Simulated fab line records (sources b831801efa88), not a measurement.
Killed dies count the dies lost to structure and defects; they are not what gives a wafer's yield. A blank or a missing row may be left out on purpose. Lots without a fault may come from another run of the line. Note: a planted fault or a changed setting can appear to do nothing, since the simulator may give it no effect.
Problem report in the 8D (eight disciplines) form, filled by code + flow sky130 + the parts of the form that need people (team, actions taken, sign-off) are left out

== 1. THE PROBLEM ==
Wafers without a fault read 23.00 C, standard deviation 0.11; developer temp C at SKY_VT_ADJUST_HVTP_DEVELOP_06 reads a mean of 23.86 C on 6 wafers belonging to 2 lots. That is +7.8 standard deviations from the usual mean.
The step: develop time 60 s.
First observed at day 9 16:22: wafer L459.1, on litho track-02. The record has a number at this step for 18 wafers belonging to 6 lots. Rule for "out", or "out of limits": more than 4 standard deviations from the usual mean. The other wafers with a number count as sound.

== 2. WHAT IT IS, AND WHAT IT ISN'T ==
| question                    | is                     | is not                                                                   |
|-----------------------------|------------------------|--------------------------------------------------------------------------|
| which readings at this step | developer temp C       | chill plate temp C                                                       |
| which lots                  | L459, L461             | L448, L452, L466, L468                                                   |
| which wafers of those lots  | all that have a number | -                                                                        |
| read on which tools         | litho track-02         | litho track-04                                                           |
| when                        | from day 9 16:22       | up to then (6 sound wafers); but 6 sound wafers of L466, L468 came after |

== 3. WHAT RULES OUT EACH SUSPECT ==
Counting: a tool stays on the suspect list if, at a process step up to the reading, it processed all lots that are out and no sound lot following the first of them.
- litho track-02 at SKY_VT_ADJUST_HVTP_DEVELOP_06 (develop time 60 s): kept. It ran every lot that is out, first L459 (day 9 16:22), and no sound lot after that; its last sound lot up to then is L452 (day 7 20:37). Its own developer temp C readings are out on those wafers.
The count leaves litho track-02 at SKY_VT_ADJUST_HVTP_DEVELOP_06.

== 4. THE CAUSE (what the simulator had put in) ==
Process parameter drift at SKY_VT_ADJUST_HVTP_DEVELOP_06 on litho track-02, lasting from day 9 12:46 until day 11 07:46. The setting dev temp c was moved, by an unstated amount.
After counting, this tool was the only one left.

== 5. SEQUENCE OF EFFECTS, ordered by route ==
Rows list readings where the struck wafers' mean (over those with a number) sits beyond 3 standard deviations from the usual. Scope: only readings with a usual standard deviation given in the record; hours: median across lots of the time from each lot's start at the first step in this table that gives one to its start at this step; sigmas: change in usual standard deviations.
| hours | step                          | reading          | usual   | on struck wafers | change | sigmas |
|-------|-------------------------------|------------------|---------|------------------|--------|--------|
| 0     | SKY_VT_ADJUST_HVTP_DEVELOP_06 | developer temp C | 23.00 C | 23.86            | +0.86  | +7.8   |
Its process steps:
- SKY_VT_ADJUST_HVTP_DEVELOP_06: develop time 60 s.
Later steps that measure or inspect, where all struck wafers having a row at the step show a number for every such reading and not one has moved that far: SKY_VT_ADJUST_HVTP_CD_MEAS_07.

== 6. WHAT WOULD HAVE CAUGHT IT SOONER ==
First out-of-limits reading in this record: day 9 16:22, which is 4 hours after fault onset at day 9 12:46.
